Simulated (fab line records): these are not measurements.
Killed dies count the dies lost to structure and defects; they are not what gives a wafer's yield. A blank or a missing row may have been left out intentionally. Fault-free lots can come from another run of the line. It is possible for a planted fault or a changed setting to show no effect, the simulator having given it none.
The tool behind it: which one? / flow gf180mcu / 7 lots, 21 wafers sampled, at 1 step of a route of 602

WHAT EACH GAUGE READ, for each wafer
GF_V2_BOW_MEAS_05.
lot=L492; measured=day 19 21:10; on=film-metro-03; V2_BOW (um)=101 97 86
lot=L494; measured=day 20 04:28; on=film-metro-04; V2_BOW (um)=90 106 106
lot=L496; measured=day 21 03:30; on=film-metro-04; V2_BOW (um)=88 105 102
lot=L505; measured=day 24 06:55; on=film-metro-04; V2_BOW (um)=106 99 96
lot=L507; measured=day 25 01:06; on=film-metro-04; V2_BOW (um)=87 96 105
lot=L510; measured=day 25 23:28; on=film-metro-03; V2_BOW (um)=110 105 107
lot=L514; measured=day 27 04:35; on=film-metro-01; V2_BOW (um)=88 90 88

WHICH TOOL RAN EACH LOT (tool, then ch and the chambers of the sampled wafers, then the start)
Before these readings, the record contains no process step.

THE ANSWER, worked out from the rows above alone
Rule: the usual values come from the lots themselves. The widest of any qualifying gaps counts: lots, ordered by their means at a reading, are off when they make up no more than a third of the lots, leave a main group of 4 or more, and stand apart from it by 3 or more times the standard deviation of that group's means. A main group is skipped when, at the precision printed for the reading in the tables above, its means are all equal. Also off: a lot with no number at a reading for which 4 or more lots have one. The other lots that the step has rows for count as sound.
No lot is off on any of the readings shown, so nothing can be concluded from this.

WHAT THE SIMULATOR PUT IN
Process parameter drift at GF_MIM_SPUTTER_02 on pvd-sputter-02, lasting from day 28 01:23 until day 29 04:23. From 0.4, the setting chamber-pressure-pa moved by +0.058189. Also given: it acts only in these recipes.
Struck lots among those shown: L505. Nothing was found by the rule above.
